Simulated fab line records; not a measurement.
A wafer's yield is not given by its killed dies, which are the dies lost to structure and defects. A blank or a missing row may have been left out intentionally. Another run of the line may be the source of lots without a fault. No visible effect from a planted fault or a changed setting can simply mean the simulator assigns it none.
A lot that was struck, set against a sound lot	flow sky130	17 out of 708 route steps
Sound: wafers L891.1, L891.3, L891.6. Struck: wafers L899.1, L899.3. (L899.4 of the same lot was not struck and is left out.) The cause comes at the end.
At each step with rows: each side's tool, then ch and its chambers, then its first start. Under that, the readings that differ: sound wafers	struck wafers	difference of the means	sigmas: that difference in standard deviations of wafers without a fault.
alike: words and numbers the same on both sides, and readings whose means are apart by under 2 such deviations; not compared: readings that were withheld, readings missing a value for some wafer, numbers with overlapping values and no deviation given by the record, and bounds like >300 which may hide the same value.
The two part at a step that has a row with sigmas, a row that says differs or no value, or rows on one side only. Non-overlapping numbers with no deviation appear without sigmas and do not part them. A reading that every wafer of one side lacks parts them only if that side has two wafers or more.

first, 5 steps without rows for these wafers: SKY_VIA4_COAT_06 (resist thk 1140 nm); SKY_VIA4_SOFTBAKE_07 (time 57.67 s); SKY_VIA4_EXPOSE_08 (exposes mask VIM4, target cd 800 nm); SKY_VIA4_PEB_09; SKY_VIA4_DEVELOP_10 (develop time 60 s).
SKY_VIA4_OVL_MEAS_11:
  struck on overlay-01, day 46 03:17; sound on overlay-01, day 43 02:31
  alike: VIA4_OVL
SKY_VIA4_ETCH_12: etches SiO2 in C4F8/O2/Ar, stops on TiN, target depth 580 nm.
  sound on rie-diel-01 ch 1,2, day 43 02:33; struck on rie-diel-02 ch 0,1, day 46 03:19
  alike: oes-product-au
SKY_VIA4_STRIP_13: strips in O2/N2.
  sound on plasma-asher-04 ch 0,1, day 43 02:37; struck on plasma-asher-04 ch 0,1, day 46 03:24
  alike: drypump-motor-current-A, oes-product-au, strip-time-to-endpoint-s
  not compared: rf-hours-counter-h
then, 3 steps without rows for these wafers: SKY_VIA4_STRIP_14 (strips in post etch residue remover, time 1200 s); SKY_VIA4_CLEAN_15 (cleans in IPA, time 180 s); SKY_VIA4_CLEAN_16 (cleans in O3/DIW).
SKY_VIA4_SPUTTER_17: material TiN, target thk 20 nm, time 80 s.
  struck on pvd-sputter-04, day 46 03:59; sound on pvd-sputter-03, day 43 03:13
  alike: throttle-valve-pct
SKY_VIA4_CVD_18: deposits W, target thk 505 nm, time 152.14 s.
  sound on cvd-w-01 ch 1, day 43 03:16; struck on cvd-w-01 ch 0, day 46 04:03
reading	sound	struck	difference	sigmas
model.W_of_VIA4_CVD_18.thk-nm (nm)	488.2 488.1 486.1	369.7 366.4	-119.4	
  alike: heater-power-w
SKY_VIA4_RS_MEAS_19: a four-point-probe measurement.
  struck on film-metro-01, day 46 04:12; sound on film-metro-04, day 43 03:25
reading	sound	struck	difference	sigmas
VIA4_W_RS (ohm/sq)	0.2345 0.2346 0.2350	0.3098 0.3132	+0.0768	+27
SKY_VIA4_THK_MEAS_20: measures by xrf.
  struck on film-metro-01, day 46 04:19; sound on film-metro-04, day 43 03:32
reading	sound	struck	difference	sigmas
VIA4_W_THK (nm)	468 470 468	360 358	-110	-13
SKY_VIA4_CMP_21: polishes, stops on SiO2, t overpolish 25 s, target thk 0 nm.
  sound on cmp-01 ch 0,2,3, day 43 03:52; struck on cmp-02 ch 0,3, day 46 04:26
reading	sound	struck	difference	sigmas
time-to-endpoint-s (s)	118 120 119	94 91	-26	-8
  alike: motor-current-A, slurry-filter-dp-kPa, slurry-flow-ml-min
SKY_METAL5_SPUTTER_00: material Ti, target thk 15 nm, time 10 s.
  struck on pvd-sputter-03, day 46 04:41; sound on pvd-sputter-01, day 43 04:07
  alike: throttle-valve-pct

== WHERE THEY PART ==
First at SKY_VIA4_RS_MEAS_19; last, within this record, at SKY_VIA4_CMP_21. Later steps at which nothing parts them and some readings are alike: SKY_METAL5_SPUTTER_00.

WHY: whatever the simulator had introduced
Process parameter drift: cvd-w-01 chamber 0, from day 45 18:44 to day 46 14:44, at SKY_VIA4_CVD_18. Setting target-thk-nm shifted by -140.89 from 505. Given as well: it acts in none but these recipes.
